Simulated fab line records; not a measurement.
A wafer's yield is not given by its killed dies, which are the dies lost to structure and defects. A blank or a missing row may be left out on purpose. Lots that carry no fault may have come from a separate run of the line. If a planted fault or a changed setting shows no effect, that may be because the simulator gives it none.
Matching of chambers / flow sfqLine / rieDiel-01 running SFQ_TRILAYER_I0_VIA_ETCH_VIA_ETCH_034: 4 sister chambers
The step etches SiO2 in CHF3, stops on Nb, target depth 260 nm. 14 wafers are shown with their chamber, then 7 later ones without.

## WAFERS WITH THEIR CHAMBER
wafer=L803.2; chamber=1; drypumpMotorCurrentA (A)=6.7; rfFwdPowerW (W)=499.3; oesProductAu (a.u.)=0.852
wafer=L803.3; chamber=2; drypumpMotorCurrentA (A)=4.9; rfFwdPowerW (W)=496.3; oesProductAu (a.u.)=0.852
wafer=L803.4; chamber=3; drypumpMotorCurrentA (A)=6.4; rfFwdPowerW (W)=497.9; oesProductAu (a.u.)=0.858
wafer=L806.2; chamber=3; drypumpMotorCurrentA (A)=6.4; rfFwdPowerW (W)=500.0; oesProductAu (a.u.)=0.852
wafer=L806.3; chamber=1; drypumpMotorCurrentA (A)=6.6; rfFwdPowerW (W)=494.8; oesProductAu (a.u.)=0.855
wafer=L806.4; chamber=0; drypumpMotorCurrentA (A)=6.0; rfFwdPowerW (W)=501.2; oesProductAu (a.u.)=0.847
wafer=L807.4; chamber=1; drypumpMotorCurrentA (A)=6.7; rfFwdPowerW (W)=498.7; oesProductAu (a.u.)=0.849
wafer=L807.5; chamber=2; drypumpMotorCurrentA (A)=5.0; rfFwdPowerW (W)=497.4; oesProductAu (a.u.)=0.857
wafer=L807.6; chamber=1; drypumpMotorCurrentA (A)=6.7; rfFwdPowerW (W)=498.9; oesProductAu (a.u.)=0.848
wafer=L808.3; chamber=1; drypumpMotorCurrentA (A)=6.7; rfFwdPowerW (W)=497.0; oesProductAu (a.u.)=0.857
wafer=L808.5; chamber=2; drypumpMotorCurrentA (A)=5.0; rfFwdPowerW (W)=496.9; oesProductAu (a.u.)=0.843
wafer=L808.6; chamber=3; drypumpMotorCurrentA (A)=6.4; rfFwdPowerW (W)=495.5; oesProductAu (a.u.)=0.859
wafer=L815.2; chamber=3; drypumpMotorCurrentA (A)=6.4; rfFwdPowerW (W)=496.3; oesProductAu (a.u.)=0.862
wafer=L815.5; chamber=3; drypumpMotorCurrentA (A)=6.4; rfFwdPowerW (W)=496.8; oesProductAu (a.u.)=0.861

SIGNATURES (means of the wafers above)
reading=drypumpMotorCurrentA; chamber 0=6.000; chamber 1=6.680; chamber 2=4.967; chamber 3=6.400; scatter within a chamber=0.0383
reading=rfFwdPowerW; chamber 0=501.200; chamber 1=497.740; chamber 2=496.867; chamber 3=497.300; scatter within a chamber=1.63
reading=oesProductAu; chamber 0=0.84700; chamber 1=0.85220; chamber 2=0.85067; chamber 3=0.85840; scatter within a chamber=0.0047
Rule: for a wafer and a chamber, the distance is found by dividing, reading by reading, the gap between the wafer's reading and the chamber's mean by the reading's scatter, squaring, summing and taking the root. The wafer belongs to the nearest chamber; if the next one is less than 2 further off, it can't be placed. How the scatter is found: for the shown wafers, subtract from each reading the mean of its chamber, square and add these, divide the total by (wafers less chambers), then take the root.

## WAFERS WITHOUT THEIR CHAMBER
wafer=L815.6; drypumpMotorCurrentA (A)=5.0; rfFwdPowerW (W)=496.7; oesProductAu (a.u.)=0.854
wafer=L818.2; drypumpMotorCurrentA (A)=4.9; rfFwdPowerW (W)=495.0; oesProductAu (a.u.)=0.849
wafer=L818.5; drypumpMotorCurrentA (A)=6.6; rfFwdPowerW (W)=495.5; oesProductAu (a.u.)=0.857
wafer=L818.6; drypumpMotorCurrentA (A)=6.0; rfFwdPowerW (W)=499.3; oesProductAu (a.u.)=0.850
wafer=L823.1; drypumpMotorCurrentA (A)=6.7; rfFwdPowerW (W)=498.9; oesProductAu (a.u.)=0.848
wafer=L823.2; drypumpMotorCurrentA (A)=5.0; rfFwdPowerW (W)=496.1; oesProductAu (a.u.)=0.867
wafer=L823.6; drypumpMotorCurrentA (A)=6.7; rfFwdPowerW (W)=497.4; oesProductAu (a.u.)=0.855

## THE CHAMBER EACH PASSED THROUGH
wafer=L815.6; from the rows above=2; in truth=2
wafer=L818.2; from the rows above=2; in truth=2
wafer=L818.5; from the rows above=1; in truth=1
wafer=L818.6; from the rows above=0; in truth=0
wafer=L823.1; from the rows above=1; in truth=1
wafer=L823.2; from the rows above=2; in truth=2
wafer=L823.6; from the rows above=1; in truth=1
Correctly placed: 7 of 7. Not placeable from these rows: 0. Placed wrongly: 0.
